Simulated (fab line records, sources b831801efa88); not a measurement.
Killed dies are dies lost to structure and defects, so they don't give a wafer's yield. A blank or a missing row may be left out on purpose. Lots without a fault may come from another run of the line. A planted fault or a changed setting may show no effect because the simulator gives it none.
Problem report in the 8D (eight disciplines) form, filled by code | flow sky130 | the parts of the form that need people (team, actions taken, sign-off) are left out

1. THE PROBLEM
NWELL_TW at SKY_NWELL_TW_MEAS_15 reads a mean of 1686 on 6 wafers of 2 lots; wafers without a fault read 1804 with a standard deviation of 18. That is -6.5 standard deviations from the usual mean.
First seen on wafer L350.1, day 7 08:15, on film_metro-02. The record holds 36 wafers of 12 lots with a number at this step. Rule for "out", or "out of limits": more than 4 standard deviations from the usual mean. The other wafers with a number count as sound.

2. WHAT IT IS AND WHAT IT IS NOT
question                    | is                           | is not
which readings at this step | NWELL_TW                     | -
which lots                  | L350, L356                   | L339, L342, L344, L346, L347, L357, L359, L360, L361, L362
which wafers of those lots  | all that have a number       | -
read on which gauges        | film_metro-01, film_metro-02 | film_metro-04
when                        | from day 7 08:15             | up to then (15 sound wafers); but 15 sound wafers of L357, L359, L360, L361, L362 came after

3. SUSPECTS, AND WHAT RULES EACH OUT
Counting: a tool at a process step up to the reading stays a suspect if it ran every lot that is out and no sound lot after the first of them.
- the gauge at SKY_NWELL_TW_MEAS_15: ruled out. The wafers that are out were read on 2 gauges (film_metro-01, film_metro-02).
- implanter-03 at SKY_NWELL_IMPLANT_11: kept. It ran every lot that is out, first L350 (day 7 07:42), and no sound lot after that; its last sound lot up to then is L347 (day 6 10:12). Its own readings are out on those wafers: beam_on_s, faraday_current_uA.
Left after counting: implanter-03 at SKY_NWELL_IMPLANT_11.

4. THE CAUSE (what the simulator had put in)
Process parameter drift: implanter-03, from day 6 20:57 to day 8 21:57, at SKY_NWELL_IMPLANT_11. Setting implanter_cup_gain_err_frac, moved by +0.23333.
Counting left only this tool.

5. THE CHAIN OF EFFECTS, in route order
Each row: a reading whose mean over the struck wafers that have a number lies more than 3 standard deviations from the usual. Only readings for which the record gives a usual standard deviation are gone through. hours: the time from each lot's start at the first step in this table that gives one to its start at this step, as a median over the lots. sigmas: the change in usual standard deviations.
hours | step                 | reading            | usual        | on struck wafers | change | sigmas
0     | SKY_NWELL_IMPLANT_11 | beam_on_s          | 10.00 s      | 8.11             | -1.89  | -9.0
0     | SKY_NWELL_IMPLANT_11 | faraday_current_uA | 107.1        | 132.2            | +25.2  | +11
1     | SKY_NWELL_TW_MEAS_15 | NWELL_TW           | 1804         | 1686             | -118   | -6.5
20    | SKY_NWELL_RS_MEAS_29 | NWELL_RS           | 623.8 ohm/sq | 696.6            | +72.8  | +40
The process steps in it:
- SKY_NWELL_IMPLANT_11
Later measuring or inspecting steps at which every struck wafer that the step has a row for has a number for every such reading, and none has moved that far: SKY_LDD_P_CD_MEAS_07.

6. WHAT WOULD HAVE CAUGHT IT SOONER
In this record the first reading out of limits at a measuring or inspecting step was taken at day 7 08:15, 11 hours after the fault began at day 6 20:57.
The tool's own readings at SKY_NWELL_IMPLANT_11 were out on every struck wafer that the step has a row for (beam_on_s, faraday_current_uA): an alarm limit on them would have fired on the first of those.
Of the lots that are out (2), L356 began SKY_NWELL_IMPLANT_11 on implanter-03 after day 7 08:15. A hold on the tool at that time would have spared it.
